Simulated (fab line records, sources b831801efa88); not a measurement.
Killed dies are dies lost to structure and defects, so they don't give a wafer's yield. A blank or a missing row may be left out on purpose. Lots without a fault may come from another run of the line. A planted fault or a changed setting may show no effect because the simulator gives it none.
Which tool did it? | flow sky130 | 12 lots, 36 wafers sampled, at 4 steps of a route of 708

WHAT THE GAUGES READ, wafer by wafer
SKY_VIA2_THK_MEAS_01. Usual: VIA2_HDPCVD_THK 1181 nm, standard deviation 14.
lot  | measured     | on            | VIA2_HDPCVD_THK (nm) | flag
L624 | day 34 11:55 | film_metro-01 | 1173 1175 1165       |
L625 | day 35 04:47 | film_metro-02 | 1169 1175 1176       |
L626 | day 35 17:31 | film_metro-02 | 1184 1213 1206       |
L627 | day 35 21:39 | film_metro-02 | 1171 1177 1173       |
L629 | day 36 20:53 | film_metro-03 | 1146 1158 1170       |
L630 | day 37 12:55 | film_metro-01 | 1186 1175 1172       |
L636 | day 39 13:09 | film_metro-03 | 1186 1198 1204       |
L639 | day 39 22:58 | film_metro-03 | 1186 1191 1182       |
L642 | day 40 23:53 | film_metro-03 | 1179 1209 1214       |
L645 | day 41 12:36 | film_metro-02 | 1177 1184 1185       |
L646 | day 41 20:47 | film_metro-01 | 1169 1192 1184       |
L647 | day 42 05:17 | film_metro-01 | 1189 1181 1203       |

SKY_PASSIVATION_THK_MEAS_01. Usual: PASSIVATION_CVD_00_THK 89.6 nm, standard deviation 1.3.
lot  | measured     | on            | PASSIVATION_CVD_00_THK (nm) | flag
L624 | day 43 10:41 | film_metro-04 | 87.6 89.0 87.4              |
L625 | day 43 22:11 | film_metro-04 | 90.8 90.3 90.9              |
L626 | day 44 10:28 | film_metro-01 | 89.7 89.8 90.8              |
L627 | day 44 13:10 | film_metro-03 | 90.5 90.4 91.5              |
L629 | day 45 08:26 | film_metro-03 | 90.5 89.9 91.6              |
L630 | day 45 20:31 | film_metro-03 | 87.6 88.8 88.9              |
L636 | day 47 09:25 | film_metro-03 | 88.7 91.3 91.0              |
L639 | day 47 16:10 | film_metro-03 | 88.3 90.1 89.0              |
L642 | day 48 12:10 | film_metro-01 | 87.6 87.7 88.8              |
L645 | day 49 02:00 | film_metro-01 | 90.2 90.0 91.5              |
L646 | day 49 05:16 | film_metro-03 | 88.9 89.0 90.5              |
L647 | day 49 15:54 | film_metro-01 | 89.5 90.1 92.4              |

WHICH TOOL RAN EACH LOT (tool, then ch and the chambers of the sampled wafers, then the start)
lot  | SKY_METAL4_SPUTTER_03        | SKY_METAL4_METAL_ETCH_18
L624 | pvd_sputter-02, day 39 06:17 | rie_metal-01 ch 0, day 41 07:56
L625 | pvd_sputter-03, day 39 20:08 | rie_metal-04 ch 0, day 41 20:35
L626 | pvd_sputter-03, day 40 07:45 | rie_metal-01 ch 0,1, day 42 08:23
L627 | pvd_sputter-04, day 40 11:37 | rie_metal-01 ch 0,1, day 42 11:54
L629 | pvd_sputter-04, day 41 07:56 | rie_metal-01 ch 0,1, day 43 08:14
L630 | pvd_sputter-04, day 41 22:14 | rie_metal-03 ch 0,1, day 43 21:11
L636 | pvd_sputter-04, day 43 16:20 | rie_metal-03 ch 0,1, day 45 12:44
L639 | pvd_sputter-02, day 44 03:20 | rie_metal-03 ch 0,1, day 45 22:59
L642 | pvd_sputter-04, day 45 01:41 | rie_metal-03 ch 0, day 46 18:14
L645 | pvd_sputter-02, day 45 13:30 | rie_metal-03 ch 0,1, day 47 07:38
L646 | pvd_sputter-04, day 45 19:08 | rie_metal-01 ch 0,1, day 47 12:08
L647 | pvd_sputter-04, day 46 08:59 | rie_metal-01 ch 0, day 48 00:17
- SKY_METAL4_SPUTTER_03: material Ti, target thk 5 nm, time 3.3 s.
- SKY_METAL4_METAL_ETCH_18: etches the open film in Cl2/BCl3, stops on SiO2, target depth 845 nm, time 183.1 s.

WHAT THE TOOLS THEMSELVES READ (means of the sampled wafers that have a number; where no wafer has one, the mark that the record gives instead)
SKY_METAL4_SPUTTER_03. Usual: throttle_valve_pct 29.7 %, standard deviation 1.2.
lot  | tool           | throttle_valve_pct (%) | flag
L624 | pvd_sputter-02 | 30.1                   |
L625 | pvd_sputter-03 | 28.7                   |
L626 | pvd_sputter-03 | 29.1                   |
L627 | pvd_sputter-04 | 29.6                   |
L629 | pvd_sputter-04 | 29.8                   |
L630 | pvd_sputter-04 | 29.5                   |
L636 | pvd_sputter-04 | 28.5                   |
L639 | pvd_sputter-02 | 30.3                   |
L642 | pvd_sputter-04 | 30.2                   |
L645 | pvd_sputter-02 | 30.0                   |
L646 | pvd_sputter-04 | 30.1                   |
L647 | pvd_sputter-04 | 30.2                   |

SKY_METAL4_METAL_ETCH_18. Usual: bias_w 48.53 W, standard deviation 0.15; drypump_motor_current_A 5.8 A, standard deviation 0.46; oes_product_au 0.863 a.u., standard deviation 0.0057; throttle_valve_pct 22.264 %, standard deviation 0.0086.
lot  | tool         | bias_w (W) | drypump_motor_current_A (A) | oes_product_au (a.u.) | throttle_valve_pct (%) | flag
L624 | rie_metal-01 | 48.49      | 6.3                         | 0.866                 | 22.274                 |
L625 | rie_metal-04 | 48.58      | 6.2                         | 0.864                 | 22.257                 |
L626 | rie_metal-01 | 48.34      | 5.9                         | 0.864                 | 22.258                 |
L627 | rie_metal-01 | 45.28      | 5.9                         | 0.861                 | 22.255                 | OFF
L629 | rie_metal-01 | 45.11      | 5.4                         | 0.857                 | 22.262                 | OFF
L630 | rie_metal-03 | 48.63      | 5.6                         | 0.859                 | 22.258                 |
L636 | rie_metal-03 | 48.39      | 5.5                         | 0.857                 | 22.277                 |
L639 | rie_metal-03 | 48.46      | 5.5                         | 0.871                 | 22.263                 |
L642 | rie_metal-03 | 48.54      | 5.5                         | 0.862                 | 22.261                 |
L645 | rie_metal-03 | 48.60      | 5.5                         | 0.864                 | 22.261                 |
L646 | rie_metal-01 | 48.63      | 5.9                         | 0.859                 | 22.271                 |
L647 | rie_metal-01 | 48.65      | 6.3                         | 0.857                 | 22.266                 |

THE ANSWER, worked out from the rows above alone
Rule: a lot is off if the mean of its wafers that have a number lies more than 3 standard deviations from the usual mean. A lot without any number at a reading at which 4 lots or more have one is off too. The other lots that the step has rows for count as sound. The gauges are gone through in route order, then the tools' own readings, and for those a lot's mean is taken as printed above. The first step at which some lot is off is used, and at that step the reading that is off furthest; a lot without a number counts as furthest.
Off: L627, L629, at SKY_METAL4_METAL_ETCH_18 (bias_w).
A tool fits if, at that step or a process step before it, it ran every lot that is off, and no sound lot after the first of them. None of those tried fits.

WHAT THE SIMULATOR HAD PUT IN
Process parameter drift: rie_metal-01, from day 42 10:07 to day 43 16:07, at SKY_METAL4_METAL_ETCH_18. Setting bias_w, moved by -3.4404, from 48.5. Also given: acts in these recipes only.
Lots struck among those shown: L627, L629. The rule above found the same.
